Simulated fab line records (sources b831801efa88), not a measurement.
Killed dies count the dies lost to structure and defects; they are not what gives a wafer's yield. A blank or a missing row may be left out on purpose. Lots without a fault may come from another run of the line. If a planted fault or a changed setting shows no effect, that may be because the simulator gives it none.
Which of the tools did it?	flow gf180mcu	24 lots, 72 wafers sampled, at 6 steps of a route of 602

== WHAT EACH GAUGE READ, for each wafer ==
GF_MIM_THK_MEAS_06. Usual: MIM_CVD_05_THK typically reads 42.0 nm, with standard deviation 0.49.
lot	measured	on	MIM_CVD_05_THK (nm)	flag
L074	day 24 17:58	film metro-03	42.3 42.2 42.1	
L075	day 24 17:58	film metro-01	41.8 41.6 42.0	
L076	day 25 03:08	film metro-03	41.2 42.2 43.0	
L077	day 25 11:48	film metro-04	41.6 41.5 42.7	
L078	day 25 20:05	film metro-04	42.0 42.4 41.6	
L080	day 26 16:01	film metro-01	41.4 41.7 41.8	
L079	day 26 17:54	film metro-03	41.1 41.9 42.2	
L081	day 27 00:41	film metro-04	41.3 41.7 42.3	
L082	day 27 04:51	film metro-03	41.8 41.3 41.8	
L083	day 27 20:01	film metro-01	41.5 41.7 42.1	
L084	day 28 02:43	film metro-04	41.7 42.9 42.5	
L085	day 28 09:49	film metro-04	42.0 41.5 41.4	
L086	day 28 15:45	film metro-04	41.8 41.9 42.6	
L087	day 29 01:10	film metro-01	41.9 42.7 42.0	
L088	day 29 02:45	film metro-03	41.3 42.5 42.7	
L089	day 29 14:40	film metro-03	41.7 42.2 42.6	
L090	day 30 00:41	film metro-01	40.9 41.9 42.0	
L091	day 30 06:28	film metro-03	43.0 42.5 42.9	
L092	day 30 11:12	film metro-01	42.0 42.6 42.1	
L094	day 30 15:43	film metro-01	42.1 42.1 42.2	
L093	day 30 21:00	film metro-04	42.2 42.4 42.4	
L095	day 31 01:55	film metro-03	41.6 42.9 42.2	
L096	day 31 10:14	film metro-03	41.5 43.0 42.4	
L097	day 31 12:33	film metro-01	42.1 42.4 42.9	

GF_MIM_THK_MEAS_11: measures by xrf. Usual: MIM_ALCU_THK typically reads 200.8 nm, with standard deviation 2.5.
lot	measured	on	MIM_ALCU_THK (nm)	flag
L074	day 24 18:15	film metro-04	204.3 202.4 204.0	
L075	day 24 18:15	film metro-03	203.2 201.5 203.8	
L076	day 25 03:25	film metro-03	204.1 204.4 202.8	
L077	day 25 12:05	film metro-03	204.0 203.9 202.2	
L078	day 25 20:22	film metro-03	200.5 203.2 200.9	
L080	day 26 16:17	film metro-03	198.9 195.2 195.4	
L079	day 26 18:11	film metro-03	197.1 198.3 199.4	
L081	day 27 00:58	film metro-01	201.7 201.2 200.2	
L082	day 27 05:10	film metro-04	200.0 199.2 198.7	
L083	day 27 20:18	film metro-04	196.5 196.1 197.4	
L084	day 28 03:00	film metro-03	203.9 203.5 201.2	
L085	day 28 10:14	film metro-04	199.4 199.4 198.9	
L086	day 28 16:02	film metro-03	200.5 199.6 198.9	
L087	day 29 01:27	film metro-04	200.9 201.1 203.4	
L088	day 29 03:02	film metro-03	200.9 201.1 199.6	
L089	day 29 14:57	film metro-04	199.3 200.1 199.5	
L090	day 30 00:58	film metro-03	205.5 204.9 202.9	
L091	day 30 06:45	film metro-01	204.1 200.0 201.1	
L092	day 30 11:29	film metro-04	202.4 203.9 201.8	
L094	day 30 16:00	film metro-01	198.1 200.0 202.9	
L093	day 30 21:17	film metro-01	201.6 202.8 202.3	
L095	day 31 02:12	film metro-01	199.5 198.9 196.7	
L096	day 31 10:31	film metro-04	197.1 197.2 195.1	
L097	day 31 12:50	film metro-04	200.0 200.4 200.4	

GF_V5_THK_MEAS_01. Usual: V5_CVD_00_THK typically reads 300 nm, with standard deviation 3.
lot	measured	on	V5_CVD_00_THK (nm)	flag
L074	day 26 13:41	film metro-02	301 303 304	
L075	day 26 14:23	film metro-03	301 304 301	
L076	day 26 22:23	film metro-01	304 302 302	
L077	day 27 06:47	film metro-03	298 302 299	
L078	day 27 14:51	film metro-03	303 300 302	
L080	day 28 10:28	film metro-02	302 301 301	
L079	day 28 11:34	film metro-03	303 304 302	
L081	day 28 17:53	film metro-01	296 293 296	
L082	day 28 21:20	film metro-03	297 302 300	
L083	day 29 12:22	film metro-01	297 302 303	
L084	day 29 17:34	film metro-02	297 304 303	
L085	day 30 00:29	film metro-02	302 299 305	
L086	day 30 07:18	film metro-01	297 297 297	
L087	day 30 15:41	film metro-03	299 299 298	
L088	day 30 17:26	film metro-03	306 301 301	
L089	day 31 04:45	film metro-03	300 301 303	
L090	day 31 14:49	film metro-01	296 297 294	
L091	day 31 19:50	film metro-01	302 304 301	
L092	day 32 00:10	film metro-03	297 299 300	
L094	day 32 03:56	film metro-01	304 301 305	
L093	day 32 08:44	film metro-03	298 296 301	
L095	day 32 12:26	film metro-03	301 301 299	
L096	day 32 21:11	film metro-02	298 296 294	
L097	day 32 23:32	film metro-03	298 301 300	

== WHICH TOOL RAN EACH LOT (tool, then ch and the chambers of the sampled wafers, then the start) ==
lot	GF_V1_SPUTTER_21	GF_V4_CVD_02	GF_MIM_METAL_ETCH_19
L074	pvd sputter-02, day 18 06:26	pecvd-03 ch 1,2, day 23 15:52	rie metal-04 ch 0,1, day 25 15:50
L075	pvd sputter-02, day 18 09:53	pecvd-03 ch 0,1,2, day 23 17:39	rie metal-01 ch 0,1, day 25 15:59
L076	pvd sputter-04, day 18 21:17	pecvd-02 ch 0,1, day 24 02:43	rie metal-02 ch 0,1, day 26 00:32
L077	pvd sputter-03, day 19 06:15	pecvd-03 ch 0,1,2, day 24 11:37	rie metal-04 ch 0,1, day 26 08:55
L078	pvd sputter-02, day 19 15:58	pecvd-04 ch 0,1,2, day 24 19:56	rie metal-04 ch 0,1, day 26 17:07
L080	pvd sputter-02, day 20 14:25	pecvd-02 ch 0,1, day 25 16:44	rie metal-01 ch 0,1, day 27 12:43
L079	pvd sputter-04, day 20 15:24	pecvd-02 ch 0,1, day 25 18:33	rie metal-01 ch 0,1, day 27 14:13
L081	pvd sputter-03, day 20 23:37	pecvd-02 ch 1,2, day 26 01:58	rie metal-02 ch 0,1, day 27 20:49
L082	pvd sputter-02, day 21 07:02	pecvd-03 ch 0,2, day 26 05:42	rie metal-04 ch 0,1, day 28 00:35
L083	pvd sputter-02, day 21 21:28	pecvd-02 ch 0,1, day 26 21:43	rie metal-01 ch 0,1, day 28 15:16
L084	pvd sputter-02, day 22 07:18	pecvd-04 ch 0,2, day 27 04:44	rie metal-01 ch 0,1, day 28 21:20
L085	pvd sputter-02, day 22 16:41	pecvd-04 ch 0,2, day 27 11:40	rie metal-01 ch 0, day 29 04:58
L086	pvd sputter-03, day 22 21:22	pecvd-02 ch 0,1,2, day 27 17:07	rie metal-02 ch 0,1, day 29 10:53
L087	pvd sputter-02, day 23 11:10	pecvd-04 ch 1,2, day 28 03:41	rie metal-04 ch 0,1, day 29 20:13
L088	pvd sputter-03, day 23 12:14	pecvd-03 ch 0,2, day 28 05:13	rie metal-01 ch 0,1, day 29 21:58
L089	pvd sputter-04, day 24 01:02	pecvd-04 ch 0,2, day 28 17:11	rie metal-04 ch 0,1, day 30 09:05
L090	pvd sputter-02, day 24 13:20	pecvd-04 ch 1,2, day 29 03:27	rie metal-02 ch 0,1, day 30 19:26
L091	pvd sputter-03, day 24 18:04	pecvd-02 ch 0,1,2, day 29 09:14	rie metal-04 ch 0,1, day 31 00:26
L092	pvd sputter-04, day 24 23:26	pecvd-04 ch 0,1,2, day 29 14:31	rie metal-02 ch 0,1, day 31 05:15
L094	pvd sputter-04, day 25 07:01	pecvd-04 ch 0,1,2, day 29 19:02	rie metal-01 ch 0,1, day 31 09:19
L093	pvd sputter-04, day 25 12:28	pecvd-04 ch 0,2, day 29 23:58	rie metal-04 ch 0, day 31 14:44
L095	pvd sputter-03, day 25 18:09	pecvd-03 ch 1,2, day 30 05:31	rie metal-01 ch 0, day 31 19:08
L096	pvd sputter-04, day 26 03:59	pecvd-02 ch 0,1,2, day 30 13:34	rie metal-02 ch 1, day 32 03:20
L097	pvd sputter-02, day 26 08:11	pecvd-03 ch 0,1,2, day 30 16:06	rie metal-04 ch 0,1, day 32 05:53
- GF_V1_SPUTTER_21: material Ti, target thk 15 nm, time 80.02 s.
- GF_V4_CVD_02: deposits SiO2 from TEOS, target thk 850 nm, time 94.851 s.
- GF_MIM_METAL_ETCH_19: etches the open film in Cl2/BCl3, stops on Si3N4, target depth 324.5 nm, time 54.1 s.

== WHAT THE TOOLS THEMSELVES READ (means of the sampled wafers that have a number; where no wafer has one, the mark that the record gives instead) ==
GF_V1_SPUTTER_21. Usual: throttle valve pct reads 30.3 % (standard deviation 0.85).
lot	tool	throttle valve pct (%)	flag
L074	pvd sputter-02	29.9	
L075	pvd sputter-02	29.7	
L076	pvd sputter-04	30.7	
L077	pvd sputter-03	30.1	
L078	pvd sputter-02	30.7	
L080	pvd sputter-02	30.1	
L079	pvd sputter-04	31.2	
L081	pvd sputter-03	29.4	
L082	pvd sputter-02	30.2	
L083	pvd sputter-02	30.0	
L084	pvd sputter-02	30.4	
L085	pvd sputter-02	30.4	
L086	pvd sputter-03	30.2	
L087	pvd sputter-02	30.1	
L088	pvd sputter-03	30.2	
L089	pvd sputter-04	31.0	
L090	pvd sputter-02	29.9	
L091	pvd sputter-03	30.4	
L092	pvd sputter-04	30.9	
L094	pvd sputter-04	30.9	
L093	pvd sputter-04	30.9	
L095	pvd sputter-03	30.4	
L096	pvd sputter-04	30.9	
L097	pvd sputter-02	29.6	

GF_V4_CVD_02. Usual: heater power outer w 353 W, standard deviation 47; heater power w 620 W, standard deviation 58; rf fwd power W 596.4 W, standard deviation 2.2.
lot	tool	heater power outer w (W)	heater power w (W)	rf fwd power W (W)	flag
L074	pecvd-03	307	587	598.9	
L075	pecvd-03	316	561	596.9	
L076	pecvd-02	311	550	597.4	
L077	pecvd-03	357	610	599.2	
L078	pecvd-04	372	666	596.6	
L080	pecvd-02	381	626	596.8	
L079	pecvd-02	368	616	594.4	
L081	pecvd-02	381	622	598.5	
L082	pecvd-03	346	599	598.4	
L083	pecvd-02	349	594	596.6	
L084	pecvd-04	338	621	595.6	
L085	pecvd-04	363	651	594.7	
L086	pecvd-02	363	626	596.7	
L087	pecvd-04	341	618	594.7	
L088	pecvd-03	326	598	599.0	
L089	pecvd-04	336	606	598.5	
L090	pecvd-04	357	638	594.0	
L091	pecvd-02	297	532	594.9	
L092	pecvd-04	385	685	595.0	
L094	pecvd-04	382	675	594.1	
L093	pecvd-04	325	599	597.3	
L095	pecvd-03	343	611	595.6	
L096	pecvd-02	396	664	596.1	
L097	pecvd-03	347	596	597.4	

GF_MIM_METAL_ETCH_19. Usual: chamber pressure mTorr 8.000 mTorr, standard deviation 0.0073; drypump motor current A 5.8 A, standard deviation 0.42; oes product au 0.942 a.u., standard deviation 0.006; rf fwd power W 792 W, standard deviation 3.8; throttle valve pct 28.283 %, standard deviation 0.0092.
lot	tool	chamber pressure mTorr (mTorr)	drypump motor current A (A)	oes product au (a.u.)	rf fwd power W (W)	throttle valve pct (%)	flag
L074	rie metal-04	8.002	5.7	0.946	790	28.283	
L075	rie metal-01	7.994	6.0	0.943	795	28.283	
L076	rie metal-02	7.995	5.6	0.947	797	28.285	
L077	rie metal-04	8.002	5.7	0.948	786	28.281	
L078	rie metal-04	8.000	5.4	0.940	791	28.281	
L080	rie metal-01	7.997	6.0	0.930	797	28.299	
L079	rie metal-01	8.004	6.1	0.938	794	28.287	
L081	rie metal-02	7.997	5.6	0.942	793	28.284	
L082	rie metal-04	8.007	5.4	0.942	790	28.287	
L083	rie metal-01	8.000	6.0	0.933	793	28.287	
L084	rie metal-01	7.997	6.0	0.947	795	28.274	
L085	rie metal-01	7.996	6.1	0.944	790	28.282	
L086	rie metal-02	8.006	6.0	0.942	793	28.294	
L087	rie metal-04	7.999	5.4	0.938	790	28.279	
L088	rie metal-01	7.993	6.1	0.945	794	28.276	
L089	rie metal-04	8.009	5.7	0.941	788	28.280	
L090	rie metal-02	8.003	5.6	0.946	798	28.278	
L091	rie metal-04	8.003	5.4	0.944	793	28.281	
L092	rie metal-02	8.001	5.9	0.942	795	28.280	
L094	rie metal-01	7.999	6.0	0.934	794	28.287	
L093	rie metal-04	8.004	5.1	0.939	792	28.279	
L095	rie metal-01	7.992	6.1	0.937	791	28.289	
L096	rie metal-02	8.002	6.3	0.931	790	28.289	
L097	rie metal-04	7.999	5.6	0.942	786	28.282	

== THE ANSWER, worked out from the rows above alone ==
Rule: lot off if the mean of its wafers having a number is beyond 3 standard deviations from the usual mean. A lot without any number at a reading at which 4 lots or more have one is off too. Any other lot the step has rows for is counted as sound. After the gauges, taken in route order, come the tools' own readings; for these a lot's mean is taken, as printed above. The first step at which some lot is off is used, and at that step the reading that is off furthest; a lot without a number counts as furthest.
Nothing can be told from this: no lot is off at any reading shown.

== WHAT THE SIMULATOR HAD PUT IN ==
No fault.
